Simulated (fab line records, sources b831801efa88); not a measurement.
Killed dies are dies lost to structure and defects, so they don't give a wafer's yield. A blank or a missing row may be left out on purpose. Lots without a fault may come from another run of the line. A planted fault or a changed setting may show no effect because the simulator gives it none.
Problem report in the 8D (eight disciplines) form, filled by code | flow gf180mcu | the parts of the form that need people (team, actions taken, sign-off) are left out

1. THE PROBLEM
MIM_ALCU_RS at GF_MIM_RS_MEAS_10 reads a mean of 0.0808 ohm/sq on 6 wafers of 2 lots; wafers without a fault read 0.1610 ohm/sq with a standard deviation of 0.0024. That is -33 standard deviations from the usual mean.
The step: measures by four-point-probe.
First seen on wafer L718.1, day 30 11:03, on film_metro-04. The record holds 33 wafers of 11 lots with a number at this step. Rule for "out", or "out of limits": more than 4 standard deviations from the usual mean. The other wafers with a number count as sound.

2. WHAT IT IS AND WHAT IT IS NOT
question                    | is                     | is not
which readings at this step | MIM_ALCU_RS            | -
which lots                  | L718, L719             | L700, L703, L704, L705, L706, L708, L720, L721, L722
which wafers of those lots  | all that have a number | -
read on which gauges        | film_metro-04          | film_metro-01, film_metro-02
when                        | from day 30 11:03      | up to then (18 sound wafers); but 9 sound wafers of L720, L721, L722 came after

3. SUSPECTS, AND WHAT RULES EACH OUT
Counting: a tool at a process step up to the reading stays a suspect if it ran every lot that is out and no sound lot after the first of them.
- the gauge at GF_MIM_RS_MEAS_10: ruled out. All the wafers that are out were read on film_metro-04, but those of them that GF_MIM_METAL_ETCH_19 has rows for are out there too, on other tools.
- pvd_sputter-04 at GF_MIM_SPUTTER_08 (material AlCu, target thk 200 nm, time 10.6 s): kept. It ran every lot that is out, first L718 (day 30 11:00), and no sound lot after that; its last sound lot up to then is L708 (day 27 11:41).
Left after counting: pvd_sputter-04 at GF_MIM_SPUTTER_08.

4. THE CAUSE (what the simulator had put in)
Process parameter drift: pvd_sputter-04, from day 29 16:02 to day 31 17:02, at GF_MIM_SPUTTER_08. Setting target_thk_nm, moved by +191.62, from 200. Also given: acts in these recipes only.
Counting left only this tool.

5. THE CHAIN OF EFFECTS, in route order
Each row: a reading whose mean over the struck wafers that have a number lies more than 3 standard deviations from the usual. Only readings for which the record gives a usual standard deviation are gone through. hours: the time from each lot's start at the first step in this table that gives one to its start at this step, as a median over the lots. sigmas: the change in usual standard deviations.
hours | step                 | reading            | usual         | on struck wafers | change  | sigmas
0     | GF_MIM_RS_MEAS_10    | MIM_ALCU_RS        | 0.1610 ohm/sq | 0.0808           | -0.0802 | -33
0     | GF_MIM_THK_MEAS_11   | MIM_ALCU_THK       | 199.3 nm      | 389.4            | +190.1  | +63
17    | GF_MIM_METAL_ETCH_19 | oes_product_au     | 0.939 a.u.    | 1.009            | +0.070  | +10
17    | GF_MIM_METAL_ETCH_19 | throttle_valve_pct | 28.287 %      | 28.206           | -0.081  | -7.4
The process steps in it:
- GF_MIM_METAL_ETCH_19: etches the open film in Cl2/BCl3, stops on Si3N4, target depth 324.5 nm, time 54.1 s.

6. WHAT WOULD HAVE CAUGHT IT SOONER
In this record the first reading out of limits at a measuring or inspecting step was taken at day 30 11:03, 19 hours after the fault began at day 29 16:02.
Of the tool readings at GF_MIM_SPUTTER_08 for which the record gives a usual standard deviation, none was out on any struck wafer, so an alarm limit of 4 standard deviations on them would not have fired.
Of the lots that are out (2), L719 began GF_MIM_SPUTTER_08 on pvd_sputter-04 after day 30 11:03. A hold on the tool at that time would have spared it.
